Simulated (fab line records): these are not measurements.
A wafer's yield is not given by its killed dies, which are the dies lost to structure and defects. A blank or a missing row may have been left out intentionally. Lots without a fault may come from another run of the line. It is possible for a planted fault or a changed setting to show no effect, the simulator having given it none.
The tool behind it: which one? | flow gf180mcu | 36 wafers from 12 lots sampled at 6 of the route's 602 steps

== WHAT EACH GAUGE READ, for each wafer ==
GF_PSD_RS_MEAS_15: measures by four-point-probe.
lot  | measured     | on            | PSD_RS (ohm/sq)
L335 | day 14 06:51 | film_metro-01 | 109.39 108.98 108.85
L339 | day 15 19:47 | film_metro-03 | 108.80 108.26 108.29
L340 | day 15 22:49 | film_metro-04 | 108.17 107.86 108.30
L341 | day 16 14:14 | film_metro-03 | 108.56 108.72 108.44
L342 | day 16 23:29 | film_metro-03 | 108.51 108.80 108.60
L344 | day 17 20:52 | film_metro-03 | 108.71 108.45 108.50
L346 | day 18 20:41 | film_metro-03 | 108.76 108.48 108.80
L351 | day 20 06:22 | film_metro-01 | 108.40 108.48 108.08
L354 | day 21 07:06 | film_metro-04 | 107.95 107.86 107.44
L355 | day 21 15:40 | film_metro-04 | 107.29 107.20 107.42
L356 | day 21 22:30 | film_metro-01 | 108.25 108.10 108.15
L357 | day 22 11:02 | film_metro-01 | 108.21 108.15 108.20

GF_M1_OVL_MEAS_15.
lot  | measured     | on         | M1_OVL (nm)
L335 | day 17 05:17 | overlay-02 | 1 5 5
L339 | day 18 21:23 | overlay-02 | 0 -2 1
L340 | day 18 23:34 | overlay-01 | 0 1 2
L341 | day 19 16:17 | overlay-02 | 0 -4 -2
L342 | day 20 03:13 | overlay-01 | -10 -5 -5
L344 | day 21 01:28 | overlay-01 | -3 -8 4
L346 | day 22 00:34 | overlay-02 | -8 -14 -5
L351 | day 23 08:11 | overlay-01 | -5 4 2
L354 | day 24 08:02 | overlay-02 | -5 -8 2
L355 | day 24 15:05 | overlay-01 | -3 -8 0
L356 | day 24 23:58 | overlay-02 | 7 4 3
L357 | day 25 07:02 | overlay-01 | 0 7 1

== TOOL THAT RAN EACH LOT (tool first, then ch and the chambers of the sampled wafers, then the start) ==
lot  | GF_PSD_IMPLANT_09               | GF_PSD_STRIP_10                      | GF_SALICIDE_RTA_08               | GF_CONTACT_ETCH_17
L335 | implanter-01 ch 0, day 14 06:17 | plasma_asher-01 ch 0,1, day 14 06:25 | rtp_anneal-02 ch 0, day 15 05:21 | rie_diel-02 ch 2,3, day 17 05:17 or earlier
L339 | implanter-01 ch 0, day 15 19:13 | plasma_asher-04 ch 0,1, day 15 19:20 | rtp_anneal-02 ch 0, day 16 19:32 | rie_diel-02 ch 1,3, day 18 21:23 or earlier
L340 | implanter-03 ch 0, day 15 22:16 | plasma_asher-02 ch 0,1, day 15 22:23 | rtp_anneal-01 ch 0, day 16 22:10 | rie_diel-04 ch 0,2, day 18 23:34 or earlier
L341 | implanter-01 ch 0, day 16 13:40 | plasma_asher-02 ch 0,1, day 16 13:48 | rtp_anneal-01 ch 0, day 17 14:08 | rie_diel-01 ch 0,1, day 19 16:17 or earlier
L342 | implanter-01 ch 0, day 16 22:55 | plasma_asher-02 ch 0,1, day 16 23:04 | rtp_anneal-01 ch 0, day 18 00:22 | rie_diel-01 ch 1,3, day 20 03:13 or earlier
L344 | implanter-03 ch 0, day 17 20:19 | plasma_asher-01 ch 0,1, day 17 20:26 | rtp_anneal-02 ch 0, day 18 21:49 | rie_diel-04 ch 0,3, day 21 01:28 or earlier
L346 | implanter-01 ch 0, day 18 20:08 | plasma_asher-04 ch 0,1, day 18 20:16 | rtp_anneal-02 ch 0, day 19 22:31 | rie_diel-04 ch 2,3, day 22 00:34 or earlier
L351 | implanter-03 ch 0, day 20 05:49 | plasma_asher-02 ch 0,1, day 20 05:56 | rtp_anneal-01 ch 0, day 21 07:06 | rie_diel-01 ch 0,1,2, day 23 08:11 or earlier
L354 | implanter-01 ch 0, day 21 06:32 | plasma_asher-02 ch 0,1, day 21 06:41 | rtp_anneal-01 ch 0, day 22 07:20 | rie_diel-04 ch 0,2,3, day 24 08:02 or earlier
L355 | implanter-01 ch 0, day 21 15:07 | plasma_asher-04 ch 0,1, day 21 15:14 | rtp_anneal-01 ch 0, day 22 16:10 | rie_diel-01 ch 2,3, day 24 15:05 or earlier
L356 | implanter-04 ch 0, day 21 21:56 | plasma_asher-01 ch 0,1, day 21 22:04 | rtp_anneal-01 ch 0, day 22 22:59 | rie_diel-04 ch 1,3, day 24 23:58 or earlier
L357 | implanter-03 ch 0, day 22 10:29 | plasma_asher-04 ch 0,1, day 22 10:37 | rtp_anneal-01 ch 0, day 23 11:16 | rie_diel-04 ch 0,1,3, day 25 07:02 or earlier
- GF_PSD_IMPLANT_09
- GF_PSD_STRIP_10: strips in O2/N2.
- GF_SALICIDE_RTA_08: time 30 s.
- GF_CONTACT_ETCH_17: etches SiO2 in C4F8/O2/Ar, stops on CoSi2, target depth 860 nm.

== AS READ BY THE TOOLS THEMSELVES (means over the sampled wafers that have a number; for cases with no such wafer, the mark the record gives instead) ==
GF_PSD_IMPLANT_09.
lot  | tool         | beam_energy_keV
L335 | implanter-01 | 39.997
L339 | implanter-01 | 40.004
L340 | implanter-03 | 40.004
L341 | implanter-01 | 40.015
L342 | implanter-01 | 40.005
L344 | implanter-03 | 39.988
L346 | implanter-01 | 39.991
L351 | implanter-03 | 40.004
L354 | implanter-01 | 40.834
L355 | implanter-01 | 40.831
L356 | implanter-04 | 40.021
L357 | implanter-03 | 39.991

GF_PSD_STRIP_10.
lot  | tool            | drypump_motor_current_A (A) | heater_power_w (W) | oes_product_au (a.u.) | strip_time_to_endpoint_s (s)
L335 | plasma_asher-01 | 5.8                         | 315                | 0.594                 | 16.50
L339 | plasma_asher-04 | 5.4                         | 293                | 0.585                 | 16.50
L340 | plasma_asher-02 | 6.0                         | 343                | 0.593                 | 16.54
L341 | plasma_asher-02 | 5.7                         | 315                | 0.587                 | 16.58
L342 | plasma_asher-02 | 5.7                         | 313                | 0.591                 | 16.56
L344 | plasma_asher-01 | 5.8                         | 320                | 0.592                 | 16.51
L346 | plasma_asher-04 | 5.4                         | 285                | 0.593                 | 16.52
L351 | plasma_asher-02 | 5.7                         | 315                | 0.592                 | 16.56
L354 | plasma_asher-02 | 6.0                         | 339                | 0.588                 | 16.65
L355 | plasma_asher-04 | 5.4                         | 294                | 0.587                 | 16.64
L356 | plasma_asher-01 | 5.5                         | 326                | 0.589                 | 16.58
L357 | plasma_asher-04 | 5.6                         | 299                | 0.590                 | 16.50

GF_SALICIDE_RTA_08.
lot  | tool          | chamber_o2_ppm | lamp_power_pct (%) | wafer_temp_C_max
L335 | rtp_anneal-02 | 2.001          | 16.0               | 803.0
L339 | rtp_anneal-02 | 2.002          | 16.0               | 802.4
L340 | rtp_anneal-01 | 1.991          | 15.2               | 803.7
L341 | rtp_anneal-01 | 1.992          | 15.2               | 805.0
L342 | rtp_anneal-01 | 1.997          | 15.2               | 805.8
L344 | rtp_anneal-02 | 1.984          | 16.0               | 803.8
L346 | rtp_anneal-02 | 1.988          | 16.0               | 803.5
L351 | rtp_anneal-01 | 1.965          | 15.2               | 804.6
L354 | rtp_anneal-01 | 2.003          | 15.2               | 806.2
L355 | rtp_anneal-01 | 2.010          | 15.2               | 804.9
L356 | rtp_anneal-01 | 1.994          | 15.2               | 804.0
L357 | rtp_anneal-01 | 1.997          | 15.2               | 805.8

GF_CONTACT_ETCH_17.
lot  | tool        | oes_product_au (a.u.)
L335 | rie_diel-02 | 0.816
L339 | rie_diel-02 | 0.813
L340 | rie_diel-04 | 0.813
L341 | rie_diel-01 | 0.811
L342 | rie_diel-01 | 0.814
L344 | rie_diel-04 | 0.814
L346 | rie_diel-04 | 0.820
L351 | rie_diel-01 | 0.818
L354 | rie_diel-04 | 0.819
L355 | rie_diel-01 | 0.816
L356 | rie_diel-04 | 0.813
L357 | rie_diel-04 | 0.817

== THE ANSWER, worked out from the rows above alone ==
Rule: the usual values come from the lots themselves. The widest of any qualifying gaps counts: lots, ordered by their means at a reading, are off when they make up no more than a third of the lots, leave a main group of 4 or more, and stand apart from it by 3 or more times the standard deviation of that group's means. A main group whose means are all the same, to the digits that the tables above print for the reading, isn't used. A lot without any number at a reading at which 4 lots or more have one is off too. Any other lot the step has rows for is counted as sound. The gauges are gone through in route order, then the tools' own readings, and for those a lot's mean is taken as printed above. The first step at which some lot is off is used, and at that step the reading that is off furthest; a lot without a number counts as furthest.
Off: L354, L355 (GF_PSD_IMPLANT_09, beam_energy_keV). Mean 40.002 and standard deviation 0.01 in the main group.
A tool fits if, at that step or a process step before it, it ran every lot that is off, and no sound lot after the first of them. One fits: GF_PSD_IMPLANT_09 on implanter-01. A fault onset in the window from L346 (day 18 20:08, its last sound lot) to L354 (day 21 06:32, its first lot off) fits.
The tool's own readings at GF_PSD_IMPLANT_09 bear it out: on the lots that are off they differ by more than 5 times the standard deviation of the sound lots' means. beam_energy_keV reads 40.833 there against 40.002 on the sound lots.

== WHAT HAD BEEN PUT IN BY THE SIMULATOR ==
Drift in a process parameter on implanter-01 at GF_PSD_IMPLANT_09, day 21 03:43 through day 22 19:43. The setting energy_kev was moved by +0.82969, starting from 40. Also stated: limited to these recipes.
Shown lots that were struck: L354, L355. This agrees with what the rule above found.
